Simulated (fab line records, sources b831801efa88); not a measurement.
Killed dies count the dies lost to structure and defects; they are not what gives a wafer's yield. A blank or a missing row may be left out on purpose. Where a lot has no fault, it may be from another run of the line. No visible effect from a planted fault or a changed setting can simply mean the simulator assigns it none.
Matching of chambers -- flow gf180mcu -- GF_PASSIVATION_CVD_00 on pecvd-02: 3 sister chambers
The step deposits SiO2 from TEOS, target thk 1000 nm, time 111.95 s. 6 wafers are shown with their chamber, then 12 later ones without.

WAFERS PAIRED WITH THEIR CHAMBERS
wafer,chamber,heater-power-w (W)
L085.2,1,689
L086.2,1,743
L086.6,2,707
L087.2,0,579
L087.4,2,700
L087.6,0,656

WAFERS WHOSE CHAMBER IS MISSING
wafer,heater-power-w (W)
L088.1,671
L088.5,648
L088.6,766
L089.1,689
L089.3,705
L089.6,536
L093.1,714
L093.2,710
L093.3,631
L096.1,591
L096.2,742
L096.3,729

CHAMBER TAKEN BY EACH
wafer,from the rows above,in truth
L088.1,can't be placed: 2 or 1 or 0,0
L088.5,can't be placed: 0 or 2 or 1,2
L088.6,can't be placed: 1 or 2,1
L089.1,can't be placed: 2 or 1 or 0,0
L089.3,can't be placed: 2 or 1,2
L089.6,0,0
L093.1,can't be placed: 1 or 2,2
L093.2,can't be placed: 1 or 2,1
L093.3,can't be placed: 0 or 2 or 1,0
L096.1,0,0
L096.2,can't be placed: 1 or 2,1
L096.3,can't be placed: 1 or 2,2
Placed correctly: 2 of 12. These rows do not allow placing 10 (true chamber among the candidates in 10). Number placed wrongly: 0.
How it was worked out, from the rows above alone: a wafer's distance from a chamber is the root of the sum, over the readings, of the square of ((its reading less the chamber's mean) divided by the reading's scatter). If the next closest chamber is less than 2 further off than the closest, the wafer can't be placed; otherwise it belongs to the closest. A chamber's mean is the mean of its shown wafers. The scatter: the root of (the sum of the squares of (reading less its chamber's mean) over the shown wafers, divided by (wafers less chambers)).
